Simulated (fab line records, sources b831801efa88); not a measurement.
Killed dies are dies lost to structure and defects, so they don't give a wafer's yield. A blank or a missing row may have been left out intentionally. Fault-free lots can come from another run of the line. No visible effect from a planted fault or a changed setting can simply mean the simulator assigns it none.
Chamber matching	flow gf180mcu	GF_V2_CMP_26 on cmp-02 has 4 sister chambers
The step polishes, stops on SiO2, t overpolish 15 s, target thk 0 nm. 4 wafers are shown with their chamber, then 8 later ones without.

== WAFERS PAIRED WITH THEIR CHAMBERS ==
wafer	chamber	motorCurrentA (A)
L425.1	1	11.2
L425.4	3	11.1
L425.5	0	10.7
L426.1	2	11.9

== WAFERS WITHOUT THEIR CHAMBER ==
wafer	motorCurrentA (A)
L426.2	12.0
L426.6	11.1
L427.1	11.4
L427.4	11.9
L427.6	10.9
L428.2	11.6
L428.3	10.7
L428.5	9.7

== CHAMBER TAKEN BY EACH ==
wafer	from the rows above	in truth
L426.2	can't be placed: 2 or 1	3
L426.6	can't be placed: 3 or 1 or 0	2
L427.1	can't be placed: 1 or 3 or 2 or 0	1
L427.4	can't be placed: 2 or 1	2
L427.6	can't be placed: 3 or 0 or 1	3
L428.2	can't be placed: 2 or 1 or 3 or 0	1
L428.3	can't be placed: 0 or 3 or 1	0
L428.5	can't be placed: 0 or 3 or 1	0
Placed correctly: 0 of 8. From these rows, 8 cannot be placed; in 6 the true chamber is one of the candidates. 0 placed wrongly.
How it was worked out, from the rows above alone: a wafer's distance from a chamber is the root of the sum, over the readings, of the square of ((its reading less the chamber's mean) divided by the reading's scatter). If the next closest chamber is less than 2 further off than the closest, the wafer can't be placed; otherwise it belongs to the closest. For every chamber, the mean is computed from those of its wafers that are shown. The scatter (one wafer shown for each chamber): square how far every hidden wafer sits from the nearest shown wafer, average those squares and take the square root.
